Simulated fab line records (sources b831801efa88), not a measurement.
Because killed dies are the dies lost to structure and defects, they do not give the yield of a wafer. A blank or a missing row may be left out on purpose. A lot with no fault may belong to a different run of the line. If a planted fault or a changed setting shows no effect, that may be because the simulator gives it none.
Commonality check across tools + flow sky130 + Sampled: 11 lots, 33 wafers

THE REASON FOR OPENING IT
At SKY_GATE_OXIDE_THK_MEAS_02 the reading GATE_OXIDE_OXIDATION_00_THK is flagged on 2 of 11 lots. Fault-free wafers read 10.32 nm, with a standard deviation of 0.21.
Rule: a lot is flagged when every wafer of it that has a number lies more than 4 standard deviations from that mean, or none has a number. All remaining lots are regarded as sound.

| lot  | measured     | on            | GATE_OXIDE_OXIDATION_00_THK (nm), wafer by wafer | flag    |
|------|--------------|---------------|--------------------------------------------------|---------|
| L417 | day 13 05:03 | film_metro-03 | 10.33 10.26 10.24                                |         |
| L419 | day 13 18:30 | film_metro-03 | 10.22 10.21 10.32                                |         |
| L420 | day 13 23:08 | film_metro-02 | 10.14 10.10 9.87                                 |         |
| L422 | day 15 02:55 | film_metro-04 | 10.57 10.63 10.49                                |         |
| L424 | day 15 16:16 | film_metro-03 | 10.23 10.16 10.24                                |         |
| L426 | day 16 05:10 | film_metro-02 | 15.99 15.77 15.78                                | FLAGGED |
| L427 | day 16 13:49 | film_metro-03 | 16.21 16.32 16.21                                | FLAGGED |
| L436 | day 19 12:53 | film_metro-04 | 10.04 10.10 10.06                                |         |
| L437 | day 20 00:26 | film_metro-04 | 10.73 10.55 10.63                                |         |
| L438 | day 20 15:27 | film_metro-04 | 10.30 10.22 10.18                                |         |
| L439 | day 20 23:01 | film_metro-02 | 10.37 10.58 10.70                                |         |
The mean of the flagged lots' numbers is 16.05 nm, +5.73 nm from the usual (+27 standard deviations).

EACH LOT AND THE TOOL IT RAN ON
The record holds 2 process steps before the reading, out of a route of 708 steps. Read each cell as the tool, then ch plus the chambers that the sampled wafers visited, then the start.
| lot  | flag    | SKY_VT_ADJUST_PCH_STRIP_09           | SKY_GATE_OXIDE_OXIDATION_01   |
|------|---------|--------------------------------------|-------------------------------|
| L417 |         | plasma_asher-04 ch 0,1, day 10 15:28 | furnace-02 ch 0, day 13 03:38 |
| L419 |         | plasma_asher-04 ch 0,1, day 11 09:21 | furnace-02 ch 0, day 13 17:04 |
| L420 |         | plasma_asher-04 ch 0,1, day 11 13:14 | furnace-01 ch 0, day 13 21:42 |
| L422 |         | plasma_asher-02 ch 0, day 12 10:48   | furnace-02 ch 0, day 15 01:31 |
| L424 |         | plasma_asher-02 ch 0,1, day 13 02:12 | furnace-01 ch 0, day 15 14:52 |
| L426 | FLAGGED | plasma_asher-02 ch 0,1, day 13 14:04 | furnace-01 ch 0, day 16 03:46 |
| L427 | FLAGGED | plasma_asher-02 ch 0,1, day 13 22:54 | furnace-01 ch 0, day 16 12:23 |
| L436 |         | plasma_asher-04 ch 0,1, day 16 17:13 | furnace-01 ch 0, day 19 11:28 |
| L437 |         | plasma_asher-02 ch 0,1, day 17 05:32 | furnace-01 ch 0, day 19 22:58 |
| L438 |         | plasma_asher-04 ch 0, day 17 20:05   | furnace-02 ch 0, day 20 14:02 |
| L439 |         | plasma_asher-01 ch 0,1, day 18 02:36 | furnace-01 ch 0, day 20 21:35 |
What these steps do:
- SKY_VT_ADJUST_PCH_STRIP_09: strips in O2/N2.
- SKY_GATE_OXIDE_OXIDATION_01: stabilise 600 s, purge 300 s, target thk 10.268 nm.
- SKY_GATE_OXIDE_THK_MEAS_02

FLAGGED AGAINST TOTAL, ONE TOOL AT A TIME (gauges that did the reading follow at the end)
| step                        | tool            | lots run | flagged | share of the flagged lots | sound lots run after its first flagged lot |
|-----------------------------|-----------------|----------|---------|---------------------------|--------------------------------------------|
| SKY_VT_ADJUST_PCH_STRIP_09  | plasma_asher-01 | 1        | 0       | none                      | -                                          |
| SKY_VT_ADJUST_PCH_STRIP_09  | plasma_asher-02 | 5        | 2       | all                       | 1 (L437)                                   |
| SKY_VT_ADJUST_PCH_STRIP_09  | plasma_asher-04 | 5        | 0       | none                      | -                                          |
| SKY_GATE_OXIDE_OXIDATION_01 | furnace-01      | 7        | 2       | all                       | 3 (L436,L437,L439)                         |
| SKY_GATE_OXIDE_OXIDATION_01 | furnace-02      | 4        | 0       | none                      | -                                          |
| SKY_GATE_OXIDE_THK_MEAS_02  | film_metro-02   | 3        | 1       | some                      | 1 (L439)                                   |
| SKY_GATE_OXIDE_THK_MEAS_02  | film_metro-03   | 4        | 1       | some                      | 0                                          |
| SKY_GATE_OXIDE_THK_MEAS_02  | film_metro-04   | 4        | 0       | none                      | -                                          |

THE TABLE: WHAT IT ALLOWS
Every flagged lot went through 2 rows of the table: plasma_asher-02 at SKY_VT_ADJUST_PCH_STRIP_09 and furnace-01 at SKY_GATE_OXIDE_OXIDATION_01.
- plasma_asher-02 at SKY_VT_ADJUST_PCH_STRIP_09 ran 5 lots, 2 of them flagged. After the first flagged lot (L437), sound lots still ran on it; a lasting fault on the whole tool would not permit that.
- furnace-01 at SKY_GATE_OXIDE_OXIDATION_01 ran 7 lots, 2 of them flagged. After the first flagged lot (L436, L437, L439), sound lots still ran on it; a lasting fault on the whole tool would not permit that. Its own readings (spike_tc_bottom_C, spike_tc_centre_C, spike_tc_lower_C, spike_tc_top_C, spike_tc_upper_C, tube_center_temp_C, tube_center_temp_C_max, zone_power_lower_pct, zone_power_upper_pct) fall more than 4 standard deviations out on all wafers of the flagged lots.
No row of the table ran every flagged lot and no sound lot after the first.

WHAT THE SIMULATOR PUT IN
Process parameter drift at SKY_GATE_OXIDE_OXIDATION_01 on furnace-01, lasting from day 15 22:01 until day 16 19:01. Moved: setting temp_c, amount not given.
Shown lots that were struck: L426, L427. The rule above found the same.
